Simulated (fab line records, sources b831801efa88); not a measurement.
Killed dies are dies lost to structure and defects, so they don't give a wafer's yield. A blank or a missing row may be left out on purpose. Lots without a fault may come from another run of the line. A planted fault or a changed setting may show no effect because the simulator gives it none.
Which tool did it? | flow sky130 | 11 lots, 33 wafers sampled, at 3 steps of a route of 708

WHAT THE GAUGES READ, wafer by wafer
SKY_CAP2M_THK_MEAS_04: measures by xrf.
lot  | measured     | on            | CAP2M_TIN_THK (nm)
L487 | day 39 20:33 | film_metro-01 | 203.5 201.0 202.0
L488 | day 39 20:52 | film_metro-02 | 199.2 197.0 203.4
L489 | day 40 03:38 | film_metro-02 | 201.6 202.3 205.1
L490 | day 40 16:53 | film_metro-01 | 199.3 198.2 196.5
L493 | day 41 09:27 | film_metro-03 | 202.3 205.9 203.3
L495 | day 42 05:34 | film_metro-02 | 202.2 200.8 198.1
L502 | day 44 15:13 | film_metro-03 | 203.2 205.5 204.7
L498 | day 44 19:28 | film_metro-01 | 198.4 197.7 200.1
L505 | day 45 09:50 | film_metro-01 | 202.6 199.5 205.7
L506 | day 45 14:00 | film_metro-01 | 204.3 203.4 204.1
L509 | day 46 04:42 | film_metro-03 | 196.2 198.1 195.5

WHICH TOOL RAN EACH LOT (tool, then ch and the chambers of the sampled wafers, then the start)
lot  | SKY_CONTACT_SPUTTER_23       | SKY_METAL4_SPUTTER_04
L487 | pvd_sputter-04, day 31 14:20 | pvd_sputter-04, day 39 20:10
L488 | pvd_sputter-04, day 31 17:34 | pvd_sputter-01, day 39 20:29
L489 | pvd_sputter-03, day 32 01:11 | pvd_sputter-04, day 40 03:16
L490 | pvd_sputter-01, day 32 15:46 | pvd_sputter-01, day 40 16:30
L493 | pvd_sputter-03, day 33 08:44 | pvd_sputter-04, day 41 09:05
L495 | pvd_sputter-04, day 34 09:36 | pvd_sputter-03, day 42 05:11
L502 | pvd_sputter-04, day 37 05:34 | pvd_sputter-04, day 44 14:52
L498 | pvd_sputter-04, day 37 06:55 | pvd_sputter-03, day 44 19:06
L505 | pvd_sputter-03, day 38 00:31 | pvd_sputter-03, day 45 09:29
L506 | pvd_sputter-04, day 38 06:01 | pvd_sputter-01, day 45 13:38
L509 | pvd_sputter-03, day 38 23:29 | pvd_sputter-03, day 46 04:19
- SKY_CONTACT_SPUTTER_23: material TiN, target thk 20 nm, time 80 s.
- SKY_METAL4_SPUTTER_04: material TiN, target thk 70 nm, time 58.3 s.

THE ANSWER, worked out from the rows above alone
Rule: what is usual is taken from the lots themselves. Put in order of their means at a reading, lots are off if they are a third of the lots or fewer, leave a main group of 4 or more, and stand apart from it by a gap of 3 or more times the standard deviation of the main group's means; of several such gaps the widest counts. A main group whose means are all the same, to the digits that the tables above print for the reading, isn't used. A lot without any number at a reading at which 4 lots or more have one is off too. The other lots that the step has rows for count as sound.
No lot is off at any reading shown: from this, nothing can be told.

WHAT THE SIMULATOR HAD PUT IN
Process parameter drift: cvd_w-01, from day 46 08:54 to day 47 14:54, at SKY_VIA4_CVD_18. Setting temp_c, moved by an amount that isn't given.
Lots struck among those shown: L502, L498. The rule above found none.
